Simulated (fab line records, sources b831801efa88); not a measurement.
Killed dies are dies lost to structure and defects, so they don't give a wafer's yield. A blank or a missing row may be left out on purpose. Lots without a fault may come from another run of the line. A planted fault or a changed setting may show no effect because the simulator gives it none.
Chamber matching | flow sky130 | SKY_FIELD_ISO_ETCH_17 on rie_si-01: 4 sister chambers
The step etches Si in HBr/Cl2/O2, target depth 342 nm, time 97.7 s. 4 wafers are shown with their chamber, then 8 later ones without.

WAFERS WITH THEIR CHAMBER
wafer  | chamber | drypump_motor_current_A (A)
L624.6 | 2       | 5.1
L630.3 | 3       | 6.1
L630.5 | 1       | 6.1
L635.1 | 0       | 6.7

WAFERS WITHOUT THEIR CHAMBER
wafer  | drypump_motor_current_A (A)
L635.2 | 5.1
L635.6 | 6.1
L637.1 | 5.1
L637.2 | 6.6
L637.6 | 5.2
L642.1 | 5.2
L642.3 | 6.7
L642.6 | 6.1

WHICH CHAMBER EACH WENT THROUGH
wafer  | from the rows above     | in truth
L635.2 | 2                       | 2
L635.6 | can't be placed: 1 or 3 | 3
L637.1 | 2                       | 2
L637.2 | 0                       | 0
L637.6 | 2                       | 2
L642.1 | 2                       | 2
L642.3 | 0                       | 0
L642.6 | can't be placed: 1 or 3 | 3
Placed correctly: 6 of 8. Can't be placed from these rows: 2 (the true chamber is among the candidates in 2). Placed wrongly: 0.
How it was worked out, from the rows above alone: a wafer's distance from a chamber is the root of the sum, over the readings, of the square of ((its reading less the chamber's mean) divided by the reading's scatter). The wafer belongs to the nearest chamber; if the next one is less than 2 further off, it can't be placed. A chamber's mean is the mean of its shown wafers. The scatter: with one shown wafer a chamber, the root of the mean of the squares of how far each hidden wafer lies from its nearest shown one.
